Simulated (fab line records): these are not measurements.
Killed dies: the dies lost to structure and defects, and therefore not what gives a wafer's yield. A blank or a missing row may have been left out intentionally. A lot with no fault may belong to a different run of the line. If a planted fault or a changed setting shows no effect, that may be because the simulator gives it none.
Struck lot and sound lot, side by side | flow sky130 | 14 steps out of a route of 708
Sound: the wafers L680.2, L680.3, L680.4. Wafers struck: L688.2, L688.5, L688.6. At the end, the cause is stated.
Each step with rows lists, per side, the tool, then ch with its chambers, then its first start. Under that, the readings that differ: sound wafers | struck wafers | difference of the means | sigmas: that difference in standard deviations of wafers without a fault.
alike: same words and numbers on both sides, and readings whose means sit less than 2 such deviations apart. not compared: any withheld reading, any reading some wafer has no value for, any bound like >300 that may hide the same value, and any number with overlapping values for which the record gives no deviation.
A row with sigmas, a row that says differs or no value, or rows on one side alone: a step with any of these is where the two part. Numbers that don't overlap but have no deviation are shown without sigmas and don't part them. Lack of a reading on every wafer of one side parts them only where that side has two or more wafers.

first, 3 steps without rows for these wafers: SKY_METAL3_CLEAN_21 (cleans in IPA, time 180 s); SKY_METAL3_CLEAN_22 (cleans in O3/DIW); SKY_VIA3_HDPCVD_00 (deposits SiO2, target thk 1635 nm, time 272.5 s).
SKY_VIA3_THK_MEAS_01:
  sound on film-metro-01, day 39 06:23; struck on film-metro-03, day 41 19:30
  alike: VIA3_HDPCVD_THK
SKY_VIA3_CMP_02: polishes SiO2.
  sound on cmp-02 ch 0,1,2, day 39 06:29; struck on cmp-02 ch 0,1, day 41 19:36
  alike: head-pressure-psi, motor-current-A
SKY_VIA3_BOW_MEAS_03:
  sound on film-metro-03, day 39 06:46; struck on film-metro-03, day 41 19:52
  alike: VIA3_BOW
then, 6 steps without rows for these wafers: SKY_VIA3_DEHYDRATE_04 (time 60 s); SKY_VIA3_HMDS_05 (prime time 60 s); SKY_VIA3_COAT_06 (resist thk 60 nm); SKY_VIA3_COAT_07 (resist thk 450 nm); SKY_VIA3_SOFTBAKE_08 (time 90 s); SKY_VIA3_EXPOSE_09 (exposes mask VIM3, target cd 200 nm).
SKY_VIA3_PEB_10:
  struck on litho-track-04, day 42 18:00; sound on litho-track-02 ch 0, day 40 06:00
  reading         | sound          | struck | difference                    | sigmas
  exhaust-pa (Pa) | 43.5 45.3 45.0 | - - -  | no value on the struck wafers |
  not compared: chill-plate-temp-C
then, 1 step without rows for these wafers: SKY_VIA3_DEVELOP_11 (develop time 60 s).

== WHERE THEY PART ==
Only at SKY_VIA3_PEB_10, as far as this record shows.

WHY: what had been put in by the simulator
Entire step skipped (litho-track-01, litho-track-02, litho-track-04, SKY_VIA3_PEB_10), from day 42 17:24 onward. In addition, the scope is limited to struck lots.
